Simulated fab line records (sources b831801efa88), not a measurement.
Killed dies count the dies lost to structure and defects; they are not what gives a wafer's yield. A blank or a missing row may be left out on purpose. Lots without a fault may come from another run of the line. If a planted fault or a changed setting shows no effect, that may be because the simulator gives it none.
fab line records :: flow sky130
record:
  lots: 6
  wafers: 18
  last_day: 51
route steps=708 shown CAP2M@616 METAL4@621
lots that met no fault: taken from a fault-free run of the same line
start_h: hours from the record's first day to the start of the lot's first wafer shown :: wait_h: how many hours have passed since the lot's step before this one :: " as in the row above :: L1.1+2: several wafers, shown together as one row :: - no value present, or no start provided :: * or withheld: withheld :: < > ~ a bound
route shown NAME@n: NAME is a module with steps in the file, n the number in the route of the first one :: usual: mean/standard deviation taken from wafers without a fault :: same: alike in all rows :: chamber/n: place in a boat :: sites: the reading at each site :: _std_site: the standard deviation of these :: _edge_site: mean of outer sites minus mean of inner sites :: radius_mm: how far each site lies from the wafer's centre :: mask NAME#n: copy n :: behind: tool/chamber where the wafer was last shaped :: hold: the reason the lot was held/the length of the hold in hours/how it ended :: device: the transistor (n, p or np) that didn't switch :: end of line: the route-end tests of the same wafers :: a step given without rows: its recipe and nothing more :: killed: dies lost to structure and defects at the first sort, not the wafer's yield :: map: per-die view of a wafer (x killed, . not killed, _ where there is no die)
set.NAME: the run value of the setting; set.NAME@STEP: its run value at that earlier step :: model.NAME: the simulator's own value behind a step, which no gauge read
lots at some steps of the route; a table a step, a row a wafer
services: the hour from which a tool's chamber was out of use, counted from the record's first day as start_h (under 0 if before that day), plus the number of hours and why
== steps ==
step: SKY_CAP2M_METAL_ETCH_13
recipe:
  target_depth_nm: 220
  stop_on: SiO2
  chemistry: Cl2/BCl3
  target: TiN
  pressure_mtorr: 10
  icp_w: 900
  bias_w: 48.5
  Cl2_flow_sccm: 60
  bcl3_flow_sccm: 30
  time_s: 62.9
usual:
  drypump_motor_current_A: 5.5/0.44
  oes_product_au: 0.937/0.007
  throttle_valve_pct: 21.905/0.0094
lot.wafer: L699.1
tool: rie_metal-01
chamber: 0
start_h: 999.79
wait_h: 0.0
drypump_motor_current_A: 5.9
oes_product_au: 0.937
rf_hours_counter_h: 7
throttle_valve_pct: 21.900

lot.wafer: L699.2
tool: rie_metal-01
chamber: 1
start_h: 999.79
wait_h: 0.0
drypump_motor_current_A: 5.4
oes_product_au: 0.936
rf_hours_counter_h: 19
throttle_valve_pct: 21.915

lot.wafer: L699.6
tool: rie_metal-01
chamber: 0
start_h: 999.79
wait_h: 0.0
drypump_motor_current_A: 5.9
oes_product_au: 0.941
rf_hours_counter_h: -
throttle_valve_pct: 21.915

lot.wafer: L700.1
tool: rie_metal-04
chamber: 1
start_h: 1009.92
wait_h: 0.0
drypump_motor_current_A: 5.5
oes_product_au: 0.946
rf_hours_counter_h: 12
throttle_valve_pct: 21.906

lot.wafer: L700.4
tool: rie_metal-04
chamber: 0
start_h: 1009.92
wait_h: 0.0
drypump_motor_current_A: 6.3
oes_product_au: 0.941
rf_hours_counter_h: -
throttle_valve_pct: 21.903

lot.wafer: L700.5
tool: rie_metal-04
chamber: 0
start_h: 1009.92
wait_h: 0.0
drypump_motor_current_A: 6.3
oes_product_au: 0.936
rf_hours_counter_h: -
throttle_valve_pct: 21.898

lot.wafer: L708.2
tool: rie_metal-03
chamber: 0
start_h: 1067.74
wait_h: 0.0
drypump_motor_current_A: 5.1
oes_product_au: 0.918
rf_hours_counter_h: 18
throttle_valve_pct: 21.896

lot.wafer: L708.4
tool: rie_metal-03
chamber: 1
start_h: 1067.74
wait_h: 0.0
drypump_motor_current_A: 5.2
oes_product_au: 0.933
rf_hours_counter_h: -
throttle_valve_pct: 21.894

lot.wafer: L708.5
tool: rie_metal-03
chamber: 1
start_h: 1067.74
wait_h: 0.0
drypump_motor_current_A: 5.2
oes_product_au: 0.934
rf_hours_counter_h: -
throttle_valve_pct: 21.906

lot.wafer: L714.2
tool: rie_metal-04
chamber: 0
start_h: 1089.44
wait_h: 0.0
drypump_motor_current_A: 6.3
oes_product_au: 0.943
rf_hours_counter_h: 23
throttle_valve_pct: 21.899

lot.wafer: L714.4
tool: rie_metal-04
chamber: 0
start_h: 1089.44
wait_h: 0.0
drypump_motor_current_A: 6.3
oes_product_au: 0.934
rf_hours_counter_h: -
throttle_valve_pct: 21.891

lot.wafer: L714.5
tool: rie_metal-04
chamber: 1
start_h: 1089.44
wait_h: 0.0
drypump_motor_current_A: 5.5
oes_product_au: 0.940
rf_hours_counter_h: -
throttle_valve_pct: 21.913

lot.wafer: L716.2
tool: rie_metal-01
chamber: 0
start_h: 1102.33
wait_h: 0.0
drypump_motor_current_A: 5.9
oes_product_au: 0.926
rf_hours_counter_h: 13
throttle_valve_pct: 21.917

lot.wafer: L716.4
tool: rie_metal-01
chamber: 0
start_h: 1102.33
wait_h: 0.0
drypump_motor_current_A: 5.9
oes_product_au: 0.932
rf_hours_counter_h: -
throttle_valve_pct: 21.903

lot.wafer: L716.6
tool: rie_metal-01
chamber: 1
start_h: 1102.33
wait_h: 0.0
drypump_motor_current_A: 5.3
oes_product_au: 0.937
rf_hours_counter_h: -
throttle_valve_pct: 21.890

lot.wafer: L718.1
tool: rie_metal-04
chamber: 0
start_h: 1117.93
wait_h: 0.0
drypump_motor_current_A: 6.3
oes_product_au: 0.943
rf_hours_counter_h: 25
throttle_valve_pct: 21.907

lot.wafer: L718.3
tool: rie_metal-04
chamber: 0
start_h: 1117.93
wait_h: 0.0
drypump_motor_current_A: 6.3
oes_product_au: 0.937
rf_hours_counter_h: -
throttle_valve_pct: 21.883

lot.wafer: L718.4
tool: rie_metal-04
chamber: 1
start_h: 1117.93
wait_h: 0.0
drypump_motor_current_A: 5.5
oes_product_au: 0.935
rf_hours_counter_h: -
throttle_valve_pct: 21.906
step: SKY_CAP2M_STRIP_14
recipe:
  chemistry: O2/N2
  power_w: 1400
  pressure_mtorr: 1500
  platen_temp_c: withheld
  o2_flow_sccm: 3000
  n2_flow_sccm: 300
  overash_fraction: 0.5
usual:
  drypump_motor_current_A: 5.6/0.36
  oes_product_au: 0.709/0.0043
  strip_time_to_endpoint_s: 12.64/0.045
lot.wafer: L699.1
tool: plasma_asher-03
chamber: 0
start_h: 999.86
wait_h: 0.1
drypump_motor_current_A: 5.7
oes_product_au: 0.718
rf_hours_counter_h: 119
strip_time_to_endpoint_s: 12.57

lot.wafer: L699.2
tool: plasma_asher-03
chamber: 1
start_h: 999.86
wait_h: 0.1
drypump_motor_current_A: 5.6
oes_product_au: 0.705
rf_hours_counter_h: 119
strip_time_to_endpoint_s: 12.59

lot.wafer: L699.6
tool: plasma_asher-03
chamber: 0
start_h: 999.86
wait_h: 0.1
drypump_motor_current_A: 5.7
oes_product_au: 0.709
rf_hours_counter_h: -
strip_time_to_endpoint_s: 12.57

lot.wafer: L700.1
tool: plasma_asher-04
chamber: 0
start_h: 1009.99
wait_h: 0.1
drypump_motor_current_A: 6.2
oes_product_au: 0.710
rf_hours_counter_h: 57
strip_time_to_endpoint_s: 12.69

lot.wafer: L700.4
tool: plasma_asher-04
chamber: 1
start_h: 1009.99
wait_h: 0.1
drypump_motor_current_A: 5.6
oes_product_au: 0.708
rf_hours_counter_h: -
strip_time_to_endpoint_s: 12.71

lot.wafer: L700.5
tool: plasma_asher-04
chamber: 1
start_h: 1009.99
wait_h: 0.1
drypump_motor_current_A: 5.7
oes_product_au: 0.721
rf_hours_counter_h: -
strip_time_to_endpoint_s: 12.75

lot.wafer: L708.2
tool: plasma_asher-01
chamber: 0
start_h: 1067.81
wait_h: 0.1
drypump_motor_current_A: 5.0
oes_product_au: 0.706
rf_hours_counter_h: 32
strip_time_to_endpoint_s: 12.62

lot.wafer: L708.4
tool: plasma_asher-01
chamber: 0
start_h: 1067.81
wait_h: 0.1
drypump_motor_current_A: 5.0
oes_product_au: 0.706
rf_hours_counter_h: -
strip_time_to_endpoint_s: 12.59

lot.wafer: L708.5
tool: plasma_asher-01
chamber: 0
start_h: 1067.81
wait_h: 0.1
drypump_motor_current_A: 5.0
oes_product_au: 0.699
rf_hours_counter_h: -
strip_time_to_endpoint_s: 12.62

lot.wafer: L714.2
tool: plasma_asher-04
chamber: 1
start_h: 1089.51
wait_h: 0.1
drypump_motor_current_A: 5.7
oes_product_au: 0.710
rf_hours_counter_h: 65
strip_time_to_endpoint_s: 12.69

lot.wafer: L714.4
tool: plasma_asher-04
chamber: 0
start_h: 1089.51
wait_h: 0.1
drypump_motor_current_A: 6.1
oes_product_au: 0.715
rf_hours_counter_h: -
strip_time_to_endpoint_s: 12.69

lot.wafer: L714.5
tool: plasma_asher-04
chamber: 1
start_h: 1089.51
wait_h: 0.1
drypump_motor_current_A: 5.7
oes_product_au: 0.706
rf_hours_counter_h: -
strip_time_to_endpoint_s: 12.66

lot.wafer: L716.2
tool: plasma_asher-01
chamber: 1
start_h: 1102.41
wait_h: 0.1
drypump_motor_current_A: 5.7
oes_product_au: 0.704
rf_hours_counter_h: 35
strip_time_to_endpoint_s: 12.66

lot.wafer: L716.4
tool: plasma_asher-01
chamber: 1
start_h: 1102.41
wait_h: 0.1
drypump_motor_current_A: 5.7
oes_product_au: 0.707
rf_hours_counter_h: -
strip_time_to_endpoint_s: 12.65

lot.wafer: L716.6
tool: plasma_asher-01
chamber: 1
start_h: 1102.41
wait_h: 0.1
drypump_motor_current_A: 5.7
oes_product_au: 0.711
rf_hours_counter_h: -
strip_time_to_endpoint_s: 12.61

lot.wafer: L718.1
tool: plasma_asher-01
chamber: 1
start_h: 1118.01
wait_h: 0.1
drypump_motor_current_A: 5.7
oes_product_au: 0.710
rf_hours_counter_h: 37
strip_time_to_endpoint_s: 12.73

lot.wafer: L718.3
tool: plasma_asher-01
chamber: 1
start_h: 1118.01
wait_h: 0.1
drypump_motor_current_A: 5.7
oes_product_au: 0.706
rf_hours_counter_h: -
strip_time_to_endpoint_s: 12.71

lot.wafer: L718.4
tool: plasma_asher-01
chamber: 0
start_h: 1118.01
wait_h: 0.1
drypump_motor_current_A: 5.0
oes_product_au: 0.709
rf_hours_counter_h: -
strip_time_to_endpoint_s: 12.65
step: SKY_CAP2M_STRIP_15
recipe:
  chemistry: post_etch_residue_remover
  time_s: 1200
  temp_c: 72.5
step: SKY_CAP2M_CLEAN_16
recipe:
  chemistry: IPA
  time_s: 180
  temp_c: 25
step: SKY_CAP2M_CLEAN_17
recipe:
  chemistry: O3/DIW
  dry: n2_spin
step: SKY_METAL4_DEHYDRATE_05
recipe:
  temp_c: 200
  time_s: 60
step: SKY_METAL4_HMDS_06
recipe:
  prime_time_s: 60
  prime_temp_c: 120
step: SKY_METAL4_COAT_07
recipe:
  resist: BARC
  temp_c: withheld
  time_s: withheld
  spin_rpm: 3000
  resist_thk_nm: 60
step: SKY_METAL4_COAT_08
recipe:
  resist: KrF-thick
  spin_rpm: 3000
  resist_thk_nm: 1140
step: SKY_METAL4_SOFTBAKE_09
recipe:
  temp_c: 101
  time_s: 90
  resist: KrF-thick
step: SKY_METAL4_EXPOSE_10
recipe:
  mask_id: MM4
  na: 0.68
  source_shape: annular
  sigma_inner: 0.4
  sigma_outer: 0.8
  target_cd_nm: 300
  dose_mj: 28
step: SKY_METAL4_PEB_11
recipe:
  peb_temp_c: withheld
  peb_time_s: withheld
  resist: KrF-thick
step: SKY_METAL4_DEVELOP_12
recipe:
  develop_time_s: 60
  resist: KrF-thick
  dev_temp_c: 21
usual:
  chill_plate_temp_C: 23.00/0.11
  develop_time_s: 60/0
  exhaust_pa: 45.1/0.91
lot.wafer: L699.1
tool: litho_track-02
chamber: -
start_h: 1023
wait_h: -
chill_plate_temp_C: -
develop_time_s: -
exhaust_pa: -
model.KrF-thick_of_METAL4_COAT_08.thk_nm: 1134

lot.wafer: L699.2
tool: litho_track-02
chamber: -
start_h: 1023
wait_h: -
chill_plate_temp_C: -
develop_time_s: -
exhaust_pa: -
model.KrF-thick_of_METAL4_COAT_08.thk_nm: 1140

lot.wafer: L699.6
tool: litho_track-02
chamber: -
start_h: 1023
wait_h: -
chill_plate_temp_C: -
develop_time_s: -
exhaust_pa: -
model.KrF-thick_of_METAL4_COAT_08.thk_nm: 1140

lot.wafer: L700.1
tool: litho_track-02
chamber: -
start_h: 1033
wait_h: -
chill_plate_temp_C: -
develop_time_s: -
exhaust_pa: -
model.KrF-thick_of_METAL4_COAT_08.thk_nm: 1139

lot.wafer: L700.4
tool: litho_track-02
chamber: -
start_h: 1033
wait_h: -
chill_plate_temp_C: -
develop_time_s: -
exhaust_pa: -
model.KrF-thick_of_METAL4_COAT_08.thk_nm: 1137

lot.wafer: L700.5
tool: litho_track-02
chamber: -
start_h: 1033
wait_h: -
chill_plate_temp_C: -
develop_time_s: -
exhaust_pa: -
model.KrF-thick_of_METAL4_COAT_08.thk_nm: 1139

lot.wafer: L708.2
tool: litho_track-01
chamber: 0
start_h: 1089
wait_h: -
chill_plate_temp_C: 22.93
develop_time_s: 60
exhaust_pa: 45.9
model.KrF-thick_of_METAL4_COAT_08.thk_nm: 1123

lot.wafer: L708.4
tool: litho_track-01
chamber: 0
start_h: 1089
wait_h: -
chill_plate_temp_C: 22.99
develop_time_s: 60
exhaust_pa: 45.3
model.KrF-thick_of_METAL4_COAT_08.thk_nm: 1121

lot.wafer: L708.5
tool: litho_track-01
chamber: 0
start_h: 1089
wait_h: -
chill_plate_temp_C: 22.74
develop_time_s: 60
exhaust_pa: 45.8
model.KrF-thick_of_METAL4_COAT_08.thk_nm: 1124

lot.wafer: L714.2
tool: litho_track-02
chamber: 0
start_h: 1111
wait_h: -
chill_plate_temp_C: 22.99
develop_time_s: 60
exhaust_pa: 42.8
model.KrF-thick_of_METAL4_COAT_08.thk_nm: 1128

lot.wafer: L714.4
tool: litho_track-02
chamber: 0
start_h: 1111
wait_h: -
chill_plate_temp_C: 23.00
develop_time_s: 60
exhaust_pa: 43.1
model.KrF-thick_of_METAL4_COAT_08.thk_nm: 1124

lot.wafer: L714.5
tool: litho_track-02
chamber: 0
start_h: 1111
wait_h: -
chill_plate_temp_C: 23.03
develop_time_s: 60
exhaust_pa: 44.3
model.KrF-thick_of_METAL4_COAT_08.thk_nm: 1127

lot.wafer: L716.2
tool: litho_track-02
chamber: 0
start_h: 1123
wait_h: -
chill_plate_temp_C: 23.00
develop_time_s: 60
exhaust_pa: 46.0
model.KrF-thick_of_METAL4_COAT_08.thk_nm: 1125

lot.wafer: L716.4
tool: litho_track-02
chamber: 0
start_h: 1123
wait_h: -
chill_plate_temp_C: 23.09
develop_time_s: 60
exhaust_pa: 46.0
model.KrF-thick_of_METAL4_COAT_08.thk_nm: 1122

lot.wafer: L716.6
tool: litho_track-02
chamber: 0
start_h: 1123
wait_h: -
chill_plate_temp_C: 22.94
develop_time_s: 60
exhaust_pa: 45.3
model.KrF-thick_of_METAL4_COAT_08.thk_nm: 1124

lot.wafer: L718.1
tool: litho_track-01
chamber: 0
start_h: 1138
wait_h: -
chill_plate_temp_C: 22.96
develop_time_s: 60
exhaust_pa: 46.0
model.KrF-thick_of_METAL4_COAT_08.thk_nm: 1126

lot.wafer: L718.3
tool: litho_track-01
chamber: 0
start_h: 1138
wait_h: -
chill_plate_temp_C: 23.10
develop_time_s: 60
exhaust_pa: 44.4
model.KrF-thick_of_METAL4_COAT_08.thk_nm: 1122

lot.wafer: L718.4
tool: litho_track-01
chamber: 0
start_h: 1138
wait_h: -
chill_plate_temp_C: 22.75
develop_time_s: 60
exhaust_pa: 45.7
model.KrF-thick_of_METAL4_COAT_08.thk_nm: 1122
step: SKY_METAL4_CD_MEAS_13
recipe:
  target_cd_nm: 300
usual:
  cd_nm: 300.1/1.7
lot.wafer: L699.1
tool: cd_sem-01
chamber: -
start_h: 1023.78
wait_h: -
cd_nm: -

lot.wafer: L699.2
tool: cd_sem-01
chamber: -
start_h: 1023.78
wait_h: -
cd_nm: -

lot.wafer: L699.6
tool: cd_sem-01
chamber: -
start_h: 1023.78
wait_h: -
cd_nm: -

lot.wafer: L700.1
tool: cd_sem-02
chamber: -
start_h: 1033.78
wait_h: -
cd_nm: -

lot.wafer: L700.4
tool: cd_sem-02
chamber: -
start_h: 1033.78
wait_h: -
cd_nm: -

lot.wafer: L700.5
tool: cd_sem-02
chamber: -
start_h: 1033.78
wait_h: -
cd_nm: -

lot.wafer: L708.2
tool: cd_sem-01
chamber: -
start_h: 1089.82
wait_h: -
cd_nm: 300.6

lot.wafer: L708.4
tool: cd_sem-01
chamber: -
start_h: 1089.82
wait_h: -
cd_nm: 300.5

lot.wafer: L708.5
tool: cd_sem-01
chamber: -
start_h: 1089.82
wait_h: -
cd_nm: 300.7

lot.wafer: L714.2
tool: cd_sem-02
chamber: -
start_h: 1111.30
wait_h: -
cd_nm: 299.4

lot.wafer: L714.4
tool: cd_sem-02
chamber: -
start_h: 1111.30
wait_h: -
cd_nm: 299.1

lot.wafer: L714.5
tool: cd_sem-02
chamber: -
start_h: 1111.30
wait_h: -
cd_nm: 298.0

lot.wafer: L716.2
tool: cd_sem-01
chamber: -
start_h: 1123.65
wait_h: -
cd_nm: 298.0

lot.wafer: L716.4
tool: cd_sem-01
chamber: -
start_h: 1123.65
wait_h: -
cd_nm: 299.5

lot.wafer: L716.6
tool: cd_sem-01
chamber: -
start_h: 1123.65
wait_h: -
cd_nm: 298.5

lot.wafer: L718.1
tool: cd_sem-02
chamber: -
start_h: 1138.45
wait_h: -
cd_nm: 297.8

lot.wafer: L718.3
tool: cd_sem-02
chamber: -
start_h: 1138.45
wait_h: -
cd_nm: 297.0

lot.wafer: L718.4
tool: cd_sem-02
chamber: -
start_h: 1138.45
wait_h: -
cd_nm: 296.9
== services ==
tool: rie_metal-01
chamber: -
start_h: 1051.29
hours: 3.2
kind: repair

tool: plasma_asher-03
chamber: -
start_h: 1055.25
hours: 9.0
kind: pm

tool: plasma_asher-03
chamber: 0
start_h: 1055.25
hours: 9.0
kind: vent_cycle

tool: plasma_asher-03
chamber: 1
start_h: 1055.25
hours: 9.0
kind: vent_cycle

tool: plasma_asher-03
chamber: 0
start_h: 1064.25
hours: -
kind: clean

tool: plasma_asher-03
chamber: 1
start_h: 1064.25
hours: -
kind: clean

tool: rie_metal-01
chamber: 1
start_h: 1067.46
hours: -
kind: clean

tool: rie_metal-01
chamber: 1
start_h: 1067.46
hours: 17.1
kind: scheduled_down

tool: rie_metal-01
chamber: 1
start_h: 1067.46
hours: 17.1
kind: vent_cycle

tool: rie_metal-03
chamber: 1
start_h: 1070.80
hours: 5.4
kind: repair

tool: plasma_asher-03
chamber: -
start_h: 1071.91
hours: 3.8
kind: repair

tool: rie_metal-01
chamber: -
start_h: 1073.97
hours: 2.8
kind: pm

tool: rie_metal-04
chamber: -
start_h: 1104.93
hours: 0.3
kind: repair

tool: rie_metal-04
chamber: -
start_h: 1111.36
hours: 2.0
kind: repair
== key ==
first_sign:
  step: SKY_METAL4_DEVELOP_12
  reading: tool_record
  direction: missing
effect none on later readings
model_effect:
  step: SKY_METAL4_DEVELOP_12
  value: KrF-thick_of_METAL4_COAT_08.thk_nm
  without: 1124
  struck: 1138
met_at SKY_METAL4_DEVELOP_12
struck_wafers L699.1,L699.2,L699.6,L700.1,L700.4,L700.5
later_rows_left_out L699.1,L699.2,L699.6,L700.1,L700.4,L700.5
sort_left_out L699.1,L699.2,L699.6,L700.1,L700.4,L700.5
fault:
  kind: skipped_step_whole
  tool: litho_track-02
  chamber: -
  onset_h: 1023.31
  steps: SKY_METAL4_DEVELOP_12
  scope: struck_lots_only
sort_left_out: the simulated sort isn't trusted on such a fault, so these wafers' sort isn't shown, and their yield isn't known
later_rows_left_out: the simulator's readings of these wafers behind a module that went badly wrong aren't trusted and aren't shown, but for the sort
